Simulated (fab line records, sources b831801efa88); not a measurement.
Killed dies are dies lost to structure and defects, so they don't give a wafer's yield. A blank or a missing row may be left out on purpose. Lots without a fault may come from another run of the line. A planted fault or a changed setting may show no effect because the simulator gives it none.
Problem report in the 8D (eight disciplines) form, filled by code | flow sky130 | the parts of the form that need people (team, actions taken, sign-off) are left out

1. THE PROBLEM
CONTACT_HDPCVD_THK at SKY_CONTACT_THK_MEAS_03 reads a mean of 320 nm on 3 wafers of 2 lots; wafers without a fault read 563 nm with a standard deviation of 6.3. That is -39 standard deviations from the usual mean.
First seen on wafer L612.2, day 34 14:43, on film_metro-04. The record holds 42 wafers of 14 lots with a number at this step. Rule for "out", or "out of limits": more than 4 standard deviations from the usual mean. The other wafers with a number count as sound.

2. WHAT IT IS AND WHAT IT IS NOT
question                    | is                           | is not
which readings at this step | CONTACT_HDPCVD_THK           | -
which lots                  | L612, L613                   | L598, L599, L601, L602, L603, L604, L605, L615, L617, L618, L620, L621
which wafers of those lots  | L612.2, L612.6, L613.3       | L612.3, L613.1, L613.5
read on which gauges        | film_metro-02, film_metro-04 | film_metro-03
when                        | from day 34 14:43            | up to then (22 sound wafers); but 17 sound wafers of L613, L615, L617, L618, L620, L621 came after

3. SUSPECTS, AND WHAT RULES EACH OUT
Counting: a tool at a process step up to the reading stays a suspect if it ran every lot that is out. Sound lots after the first of them don't rule it out here, since some wafers of a struck lot are sound.
- the gauge at SKY_CONTACT_THK_MEAS_03: ruled out. The wafers that are out were read on 2 gauges (film_metro-02, film_metro-04).
- cmp-02 at SKY_FIELD_ISO_CMP_27 (polishes, stops on Si3N4, t overpolish 16 s, target thk 457.8 nm): kept. It ran every lot that is out, first L612 (day 5 09:48); its last sound lot up to then is L605 (day 3 20:11).
- hdpcvd-02 at SKY_CONTACT_HDPCVD_02 (deposits SiO2, target thk 565 nm, time 94.2 s): kept. It ran every lot that is out, first L612 (day 34 14:38); its last sound lot up to then is L605 (day 33 17:39).
Left after counting: cmp-02 at SKY_FIELD_ISO_CMP_27, hdpcvd-02 at SKY_CONTACT_HDPCVD_02.

4. THE CAUSE (what the simulator had put in)
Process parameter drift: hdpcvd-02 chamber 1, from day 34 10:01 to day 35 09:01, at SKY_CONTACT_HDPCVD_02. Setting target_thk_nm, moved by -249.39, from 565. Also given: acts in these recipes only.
Counting left 2 suspects, and this tool is among them.

5. THE CHAIN OF EFFECTS, in route order
Each row: a reading whose mean over the struck wafers that have a number lies more than 3 standard deviations from the usual. Only readings for which the record gives a usual standard deviation are gone through. hours: the time from each lot's start at the first step in this table that gives one to its start at this step, as a median over the lots. sigmas: the change in usual standard deviations.
hours | step                    | reading            | usual      | on struck wafers | change | sigmas
0     | SKY_CONTACT_THK_MEAS_03 | CONTACT_HDPCVD_THK | 563 nm     | 320              | -243   | -39
2     | SKY_CONTACT_CMP_04      | time_to_endpoint_s | 81 s       | 49               | -32    | -5.4
27    | SKY_CONTACT_ETCH_17     | oes_product_au     | 0.891 a.u. | 0.860            | -0.031 | -6.2
The process steps in it:
- SKY_CONTACT_CMP_04: polishes SiO2.
- SKY_CONTACT_ETCH_17: etches SiO2 in C4F8/O2/Ar, stops on Si3N4, target depth 340 nm.

6. WHAT WOULD HAVE CAUGHT IT SOONER
In this record the first reading out of limits at a measuring or inspecting step was taken at day 34 14:43, 5 hours after the fault began at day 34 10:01.
Of the lots that are out (2), L613 began SKY_CONTACT_HDPCVD_02 on hdpcvd-02 after day 34 14:43. A hold on the tool at that time would have spared it.
